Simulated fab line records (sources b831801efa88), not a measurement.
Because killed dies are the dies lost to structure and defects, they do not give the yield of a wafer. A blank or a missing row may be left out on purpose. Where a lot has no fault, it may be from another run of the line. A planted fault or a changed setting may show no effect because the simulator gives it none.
A lot that was struck, set against a sound lot ; flow sky130 ; 15 steps out of a route of 708
Sound: the wafers L237.1, L237.3, L237.4. Struck: wafers L248.4, L248.6 (left out: L248.1, a lot-mate that was not struck); the cause follows at the end.
For every step that has rows: the tool of each side, followed by ch and its chambers, followed by its first start. Under that, the readings that differ: sound wafers ; struck wafers ; difference of the means ; sigmas: that difference in standard deviations of wafers without a fault.
alike: a reading whose means differ by less than 2 such deviations, as well as words and numbers matching on both sides. not compared: withheld readings; readings where some wafer has no value; bounds like >300 that might hide an equal value; numbers whose values overlap and for which the record gives no deviation.
A row with sigmas, a row that says differs or no value, or rows on one side alone: a step with any of these is where the two part. Numbers that have no deviation but don't overlap get no sigmas and don't part them. A reading that every wafer of one side lacks parts them only if that side has two wafers or more.

first, 4 steps without rows for these wafers: SKY_LI_CONTACT_SOFTBAKE_08 (time 90 s); SKY_LI_CONTACT_EXPOSE_09 (exposes mask LICM1, target cd 170 nm); SKY_LI_CONTACT_PEB_10; SKY_LI_CONTACT_DEVELOP_11 (develop time 60 s).
SKY_LI_CONTACT_CD_MEAS_12 targets a cd of 170 nm.
  sound on cd-sem-02, day 30 12:58; struck on cd-sem-02, day 34 16:34
  alike: cd-nm
SKY_LI_CONTACT_OVL_MEAS_13:
  sound on overlay-01, day 30 13:05; struck on overlay-01, day 34 16:41
  alike: LI_CONTACT_OVL
SKY_LI_CONTACT_ETCH_14: etches BARC in N2/H2, stops on SiO2, time 45.9 s, target depth 60 nm.
  sound on rie-diel-01 ch 0,1,2, day 30 13:07; struck on rie-diel-01 ch 0,3, day 34 16:43
  alike: chamber-pressure-mTorr, drypump-motor-current-A, oes-product-au, throttle-valve-pct
  not compared: rf-hours-counter-h
SKY_LI_CONTACT_ETCH_15: etches PSG in C4F8/O2/Ar, stops on Si, target depth 600 nm.
  sound on rie-diel-01 ch 0,1,2, day 30 13:10; struck on rie-diel-01 ch 0,3, day 34 16:46
  alike: chamber-pressure-mTorr, oes-product-au
SKY_LI_CONTACT_STRIP_16: strips in O2/N2.
  sound on plasma-asher-03 ch 0,1, day 30 13:14; struck on plasma-asher-01 ch 1, day 34 16:50
  alike: chamber-pressure-mTorr, drypump-motor-current-A, oes-product-au, strip-time-to-endpoint-s
  not compared: rf-hours-counter-h
then, 2 steps without rows for these wafers: SKY_LI_CONTACT_CLEAN_17 (cleans in NMP, time 600 s); SKY_LI_CONTACT_PRE_CLEAN_18 (time 5.6 s).
SKY_LI_CONTACT_SPUTTER_19: material Ti, target thk 20 nm, time 106.37 s.
  sound on pvd-sputter-04, day 30 13:32; struck on pvd-sputter-04, day 34 17:08
  alike: throttle-valve-pct
SKY_LI_CONTACT_SPUTTER_20: material TiN, target thk 20 nm, time 80 s.
  sound on pvd-sputter-04, day 30 13:37; struck on pvd-sputter-04, day 34 17:13
reading;sound;struck;difference;sigmas
model.TiN_of_LI_CONTACT_SPUTTER_20.thk-nm (nm);20.05 19.83 20.09;22.13 21.56;+1.86;
  alike: throttle-valve-pct
SKY_LI_CONTACT_CVD_21: deposits W, target thk 400 nm, time 120.56 s.
  sound on cvd-w-02 ch 0,1, day 30 13:41; struck on cvd-w-02 ch 0,1, day 34 17:17
  alike: heater-power-w
then, 1 step without rows for these wafers: SKY_PAD_OPEN_PROBE_99.

WHERE THEY PART
Nowhere in this record.

WHY: the cause the simulator had injected
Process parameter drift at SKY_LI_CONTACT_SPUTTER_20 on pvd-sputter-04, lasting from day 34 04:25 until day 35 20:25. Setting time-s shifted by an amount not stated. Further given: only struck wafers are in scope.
